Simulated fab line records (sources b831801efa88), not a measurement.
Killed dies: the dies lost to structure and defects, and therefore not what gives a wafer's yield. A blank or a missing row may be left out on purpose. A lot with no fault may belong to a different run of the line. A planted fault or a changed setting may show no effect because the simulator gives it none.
Chamber matching -- flow sky130 -- SKY_VIA1_CMP_24 on cmp-01: 4 sister chambers
The step polishes, stops on SiO2, t overpolish 15 s, target thk 0 nm. 8 wafers are shown with their chamber, then 12 later ones without.

EACH WAFER AND ITS CHAMBER
wafer,chamber,motorCurrentA (A),overpolishRunS (s)
L084.1,3,14.5,15.007
L084.5,0,9.7,15.001
L085.3,3,13.6,15.007
L088.5,1,10.6,14.992
L088.6,2,13.1,14.988
L087.2,0,10.8,14.983
L087.3,1,10.2,14.995
L087.5,2,12.0,15.004

WAFERS WITHOUT THEIR CHAMBER
wafer,motorCurrentA (A),overpolishRunS (s)
L092.4,14.2,15.006
L092.5,14.2,15.008
L092.6,12.4,14.996
L089.2,9.7,15.010
L089.4,12.4,15.005
L089.5,13.1,15.001
L091.1,10.0,15.001
L091.2,13.4,15.003
L091.6,13.1,15.011
L094.1,12.9,14.994
L094.3,11.2,14.993
L094.6,11.1,14.997

WHICH CHAMBER EACH ONE RAN IN
wafer,from the rows above,in truth
L092.4,3,3
L092.5,3,3
L092.6,2,2
L089.2,can't be placed: 1 or 0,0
L089.4,can't be placed: 2 or 3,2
L089.5,can't be placed: 2 or 3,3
L091.1,can't be placed: 1 or 0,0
L091.2,can't be placed: 3 or 2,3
L091.6,can't be placed: 3 or 2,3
L094.1,can't be placed: 2 or 3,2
L094.3,can't be placed: 1 or 0 or 2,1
L094.6,can't be placed: 1 or 0 or 2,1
Correct placement for 3 of the 12. These rows do not allow placing 9 (true chamber among the candidates in 9). Placed wrongly: 0.
How it was worked out, from the rows above alone: a wafer's distance from a chamber is the root of the sum, over the readings, of the square of ((its reading less the chamber's mean) divided by the reading's scatter). If the next closest chamber is less than 2 further off than the closest, the wafer can't be placed; otherwise it belongs to the closest. Each chamber's mean is taken over the wafers shown for it. How the scatter is found: for the shown wafers, subtract from each reading the mean of its chamber, square and add these, divide the total by (wafers less chambers), then take the root.
